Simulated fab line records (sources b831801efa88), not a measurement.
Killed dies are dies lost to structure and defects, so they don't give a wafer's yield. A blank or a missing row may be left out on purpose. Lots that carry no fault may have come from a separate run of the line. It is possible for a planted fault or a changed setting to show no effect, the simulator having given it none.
2 desks looking at one fault || flow sky130 || every desk sees just its own numbers, and what lay behind them comes last

## DESK OF THE TOOL OWNER: hdpcvd-01
The tool's own readings at SKY_LI_CONTACT_HDPCVD_00 (deposits PSG, target thk 930 nm, time 155 s): means of the sampled wafers that have a number, for each lot that ran on this tool. Any lot whose mean is over 4 standard deviations away from the usual mean is out of limits and marked OUT; that distance is given in the brackets.
Columns: A = run length s at SKY_LI_CONTACT_HDPCVD_00, usual 182.7 s; B = sih4 flow sccm at SKY_LI_CONTACT_HDPCVD_00, usual 60.00 sccm
{"lot": "L997", "first seen here": "day 27 16:58", "A": 183.1, "B": 59.90}
{"lot": "L998", "first seen here": "day 28 02:22", "A": 183.1, "B": 60.00}
{"lot": "L999", "first seen here": "day 28 14:31", "A": 182.8, "B": 59.98}
{"lot": "L105", "first seen here": "day 30 22:40", "A": 183.2, "B": 59.93}
{"lot": "L108", "first seen here": "day 31 22:19", "A": 183.0, "B": 59.98}
{"lot": "L110", "first seen here": "day 32 12:16", "A": 183.4, "B": 59.97}
{"lot": "L116", "first seen here": "day 34 08:23", "A": "187.0 (+7.5) OUT", "B": 60.02}
{"lot": "L118", "first seen here": "day 35 00:40", "A": "186.9 (+7.3) OUT", "B": 60.16}
This desk finds L116, L118 out of limits, L116 being first, at day 34 08:23 (run length s at SKY_LI_CONTACT_HDPCVD_00). L997, L998, L999, L105, L108, L110: within limits.

## FROM THE METROLOGY DESK
What the gauges read for every lot (on any tool): the sampled wafers with a number, averaged. Any lot whose mean is over 4 standard deviations away from the usual mean is out of limits and marked OUT; that distance is given in the brackets.
Columns: A = cd nm at SKY_POLY_CUT_CD_MEAS_08, usual 270.1 nm; B = LI_CONTACT_HDPCVD_THK at SKY_LI_CONTACT_THK_MEAS_01, usual 931 nm; C = CONTACT_HDPCVD_THK at SKY_CONTACT_THK_MEAS_03, usual 564 nm
{"lot": "L997", "first seen here": "day 23 23:16", "A": 271.1, "B": 930, "C": 570}
{"lot": "L998", "first seen here": "day 24 09:31", "A": 268.2, "B": 943, "C": 567}
{"lot": "L999", "first seen here": "day 24 21:34", "A": 273.8, "B": 942, "C": 563}
{"lot": "L101", "first seen here": "day 25 17:43", "A": 270.4, "B": 927, "C": 564}
{"lot": "L105", "first seen here": "day 27 08:32", "A": 269.9, "B": 940, "C": 572}
{"lot": "L106", "first seen here": "day 27 13:55", "A": 267.0, "B": 928, "C": 561}
{"lot": "L108", "first seen here": "day 28 09:11", "A": 269.6, "B": 928, "C": 553}
{"lot": "L110", "first seen here": "day 28 23:38", "A": 270.0, "B": 920, "C": 562}
{"lot": "L116", "first seen here": "day 30 22:28", "A": 271.8, "B": 953, "C": 565}
{"lot": "L118", "first seen here": "day 31 14:27", "A": 268.9, "B": 967, "C": 560}
{"lot": "L120", "first seen here": "day 32 05:17", "A": 270.9, "B": 930, "C": 566}
This desk's verdict: no lot among the 11 shows anything out of limits.

## BROUGHT TOGETHER
The tool owner's desk could have raised an alarm at day 34 08:23, on L116, L118.
Nothing out of limits was seen by the metrology desk.
The metrology desk has L116, L118 on record, within its limits.
The lots listed all ran SKY_LI_CONTACT_HDPCVD_00 on hdpcvd-01.

## WHAT THE SIMULATOR HAD INSERTED
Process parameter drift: hdpcvd-01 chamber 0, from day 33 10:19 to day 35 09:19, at SKY_LI_CONTACT_HDPCVD_00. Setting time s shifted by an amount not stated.
Lots struck among those shown: L116, L118.
Time in hours from fault onset to the first out-of-limits reading at each desk: the tool owner's desk, 22.
